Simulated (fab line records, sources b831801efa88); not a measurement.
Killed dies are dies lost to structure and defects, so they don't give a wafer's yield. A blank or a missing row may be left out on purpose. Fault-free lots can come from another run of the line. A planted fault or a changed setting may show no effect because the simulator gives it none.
Code-filled problem report in 8D (eight disciplines) form -- flow sky130 -- the parts of the form that need people (team, actions taken, sign-off) are left out

## 1. WHAT IS WRONG
VT_ADJUST_LVTN_OVL at SKY_VT_ADJUST_LVTN_OVL_MEAS_07 reads a mean of 178.4 nm on 12 wafers of 4 lots; wafers without a fault read -0.2 nm with a standard deviation of 1.4. So: +99 or more standard deviations from the usual mean.
First observed at day 9 23:19: wafer L620.2, on overlay-02. At this step, 36 wafers from 12 lots have a number in the record. Rule for "out", or "out of limits": more than 4 standard deviations from the usual mean. All remaining wafers that have a number are taken as sound.

## 2. WHAT IT IS; WHAT IT IS NOT
question,is,is not
which readings at this step,VT_ADJUST_LVTN_OVL,-
which lots,"L620, L622, L624, L628","L609, L611, L612, L616, L617, L618, L619, L629"
which wafers of those lots,all that have a number,-
read on which gauges,"overlay-01, overlay-02",-
when,from day 9 23:19,up to then (21 sound wafers); but 3 sound wafers of L629 came after

## 3. THE SUSPECTS, EACH WITH WHAT RULES IT OUT
Counting: a tool at any process step up to the reading remains a suspect when it ran all the lots that are out and ran no sound lot after the first of those.
- the gauge at SKY_VT_ADJUST_LVTN_OVL_MEAS_07 has been ruled out. The wafers that are out were read on 2 gauges (overlay-01, overlay-02).
- iline stepper-02 at SKY_VT_ADJUST_LVTN_EXPOSE_04 (exposes mask NWM COMPLEMENT LESS NATIVE, target cd 840 nm): kept. All lots that are out passed through it, beginning with L620 at day 9 12:17, and no sound lot followed; its final sound lot before that point was L618 at day 8 22:29.
After counting, what remains is iline stepper-02 at SKY_VT_ADJUST_LVTN_EXPOSE_04.

## 4. THE CAUSE (what the simulator had put in)
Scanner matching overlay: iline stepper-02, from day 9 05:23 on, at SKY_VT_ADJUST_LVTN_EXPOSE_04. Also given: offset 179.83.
Only this tool survived the counting.

## 5. SEQUENCE OF EFFECTS, ordered by route
One row per reading whose mean, taken over the struck wafers that have a number, lies over 3 standard deviations from the usual. Scope: only readings with a usual standard deviation given in the record; hours: median across lots of the time from each lot's start at the first step in this table that gives one to its start at this step; sigmas: change in usual standard deviations.
hours,step,reading,usual,on struck wafers,change,sigmas
0,SKY_VT_ADJUST_LVTN_OVL_MEAS_07,VT_ADJUST_LVTN_OVL,-0.2 nm,178.4,+178.6,+99 or more
At these later measuring or inspecting steps, every struck wafer for which the step has a row has a number for every such reading, and none has moved that far: SKY_VT_ADJUST_NCORE_OVL_MEAS_08.

## 6. WHAT WOULD HAVE CAUGHT IT SOONER
Counted from the fault's start at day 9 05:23, it took 18 hours until the first out-of-limits reading at a measuring or inspecting step in this record, taken at day 9 23:19.
An alarm limit of 4 standard deviations would not have fired on the tool readings at SKY_VT_ADJUST_LVTN_EXPOSE_04 for which the record gives a usual standard deviation, since none of them was out on any struck wafer.
Lots out: 4; of these, L622, L624, L628 started SKY_VT_ADJUST_LVTN_EXPOSE_04 on iline stepper-02 after day 9 23:19. A hold on the tool at that time would have spared those 3.
